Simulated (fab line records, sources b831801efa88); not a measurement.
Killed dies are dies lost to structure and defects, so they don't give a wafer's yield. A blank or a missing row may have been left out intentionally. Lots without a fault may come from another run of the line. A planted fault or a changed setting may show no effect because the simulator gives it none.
A struck lot beside a sound one | flow sky130 | 14 steps out of a route of 708
Sound: wafers L691.1, L691.4, L691.6. Wafers struck: L697.1, L697.4, L697.5. Last of all comes the cause.
Order at every step that has rows: each side's tool, ch and its chambers, its first start. Under that, the readings that differ: sound wafers | struck wafers | difference of the means | sigmas: that difference in standard deviations of wafers without a fault.
alike: a reading whose means differ by less than 2 such deviations, as well as words and numbers matching on both sides. not compared: withheld readings; readings where some wafer has no value; bounds like >300 that might hide an equal value; numbers whose values overlap and for which the record gives no deviation.
A row with sigmas, a row that says differs or no value, or rows on one side alone: a step with any of these is where the two part. When numbers do not overlap yet have no deviation, they are printed without sigmas and do not part them. Lack of a reading on every wafer of one side parts them only where that side has two or more wafers.

SKY_CAPM_OVL_MEAS_12:
  sound: overlay-01 at day 39 16:08; struck: overlay-01 at day 41 13:25
  reading       | sound       | struck        | difference | sigmas
  CAPM_OVL (nm) | 2.4 1.5 0.2 | 0.0 -1.6 -2.5 | -2.7       | -2
SKY_CAPM_METAL_ETCH_13: etches TiN in Cl2/BCl3, stops on SiO2, target depth 220 nm, time 62.9 s.
  sound on rie_metal-01 ch 0,1, day 39 16:11; struck on rie_metal-01 ch 0,1, day 41 13:27
  alike: drypump_motor_current_A, oes_product_au, throttle_valve_pct
  not compared: rf_hours_counter_h
SKY_CAPM_STRIP_14: strips in O2/N2.
  sound on plasma_asher-03 ch 0,1, day 39 16:16; struck on plasma_asher-01 ch 0, day 41 13:32
  reading                      | sound             | struck            | difference | sigmas
  strip_time_to_endpoint_s (s) | 12.73 12.77 12.76 | 12.62 12.64 12.62 | -0.13      | -2
  alike: drypump_motor_current_A, oes_product_au
  not compared: rf_hours_counter_h
then, 9 steps without rows for these wafers: SKY_CAPM_STRIP_15 (strips in post etch residue remover, time 1200 s); SKY_CAPM_CLEAN_16 (cleans in IPA, time 180 s); SKY_CAPM_CLEAN_17 (cleans in O3/DIW); SKY_METAL3_DEHYDRATE_05 (time 60 s); SKY_METAL3_HMDS_06 (prime time 60 s); SKY_METAL3_COAT_07 (resist thk 60 nm); SKY_METAL3_COAT_08 (resist thk 1140 nm); SKY_METAL3_SOFTBAKE_09 (time 90 s); SKY_METAL3_EXPOSE_10 (exposes mask MM3, target cd 300 nm).
SKY_METAL3_PEB_11:
  struck on litho_track-02, day 42 12:00; sound on litho_track-02 ch 0, day 40 16:00
  reading         | sound          | struck | difference                    | sigmas
  exhaust_pa (Pa) | 44.4 43.8 43.7 | - - -  | no value on the struck wafers |
  not compared: chill_plate_temp_C
then, 1 step without rows for these wafers: SKY_METAL3_DEVELOP_12 (develop time 60 s).

== WHERE THEY PART ==
Earliest at SKY_CAPM_OVL_MEAS_12; latest, in this record, at SKY_METAL3_PEB_11.

WHY: whatever the simulator had introduced
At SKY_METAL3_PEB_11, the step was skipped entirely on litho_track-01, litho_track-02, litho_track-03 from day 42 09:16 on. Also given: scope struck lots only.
